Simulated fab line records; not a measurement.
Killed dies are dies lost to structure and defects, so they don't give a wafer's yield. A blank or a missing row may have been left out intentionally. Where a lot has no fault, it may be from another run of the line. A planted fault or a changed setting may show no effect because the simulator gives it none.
Which tool did it? || flow sky130 || 39 wafers sampled from 13 lots at 1 step of a route of 708

## WHAT EACH GAUGE READ, for each wafer
SKY_METAL1_THK_MEAS_06: measures by xrf. Usual: METAL1_ALCU_THK 251 nm, standard deviation 3.3.
{"lot": "L445", "measured": "day 33 12:08", "on": "film_metro-01", "METAL1_ALCU_THK (nm)": "252 252 251", "flag": ""}
{"lot": "L446", "measured": "day 33 12:39", "on": "film_metro-03", "METAL1_ALCU_THK (nm)": "246 247 247", "flag": ""}
{"lot": "L448", "measured": "day 34 13:07", "on": "film_metro-02", "METAL1_ALCU_THK (nm)": "253 252 254", "flag": ""}
{"lot": "L450", "measured": "day 35 15:37", "on": "film_metro-01", "METAL1_ALCU_THK (nm)": "249 247 249", "flag": ""}
{"lot": "L451", "measured": "day 35 20:05", "on": "film_metro-01", "METAL1_ALCU_THK (nm)": "248 247 248", "flag": ""}
{"lot": "L452", "measured": "day 35 23:17", "on": "film_metro-03", "METAL1_ALCU_THK (nm)": "251 248 249", "flag": ""}
{"lot": "L454", "measured": "day 36 04:13", "on": "film_metro-03", "METAL1_ALCU_THK (nm)": "256 254 257", "flag": ""}
{"lot": "L455", "measured": "day 36 16:53", "on": "film_metro-03", "METAL1_ALCU_THK (nm)": "248 252 252", "flag": ""}
{"lot": "L458", "measured": "day 37 06:48", "on": "film_metro-02", "METAL1_ALCU_THK (nm)": "246 246 247", "flag": ""}
{"lot": "L460", "measured": "day 37 21:14", "on": "film_metro-02", "METAL1_ALCU_THK (nm)": "249 249 248", "flag": ""}
{"lot": "L462", "measured": "day 39 03:39", "on": "film_metro-01", "METAL1_ALCU_THK (nm)": "251 250 253", "flag": ""}
{"lot": "L464", "measured": "day 39 07:34", "on": "film_metro-01", "METAL1_ALCU_THK (nm)": "247 256 252", "flag": ""}
{"lot": "L465", "measured": "day 39 07:43", "on": "film_metro-02", "METAL1_ALCU_THK (nm)": "252 248 249", "flag": ""}

## EACH LOT AND THE TOOL THAT RAN IT (in order: tool; ch and the chambers of the sampled wafers; start)
There is no process step in the record ahead of these readings.

## WHAT THE TOOLS THEMSELVES READ (means of the sampled wafers that have a number; where no wafer has one, the mark that the record gives instead)
The record holds no such reading with a usual standard deviation.

## THE ANSWER, worked out from the rows above alone
Rule: a lot counts as off when the mean over its wafers that have a number is more than 3 standard deviations away from the usual mean. A lot without any number at a reading at which 4 lots or more have one is off too. Any other lot the step has rows for is counted as sound. The gauges are gone through in route order, then the tools' own readings, and for those a lot's mean is taken as printed above. The first step at which some lot is off is used, and at that step the reading that is off furthest; a lot without a number counts as furthest.
No lot is off on any of the readings shown, so nothing can be concluded from this.

## WHAT THE SIMULATOR PUT IN
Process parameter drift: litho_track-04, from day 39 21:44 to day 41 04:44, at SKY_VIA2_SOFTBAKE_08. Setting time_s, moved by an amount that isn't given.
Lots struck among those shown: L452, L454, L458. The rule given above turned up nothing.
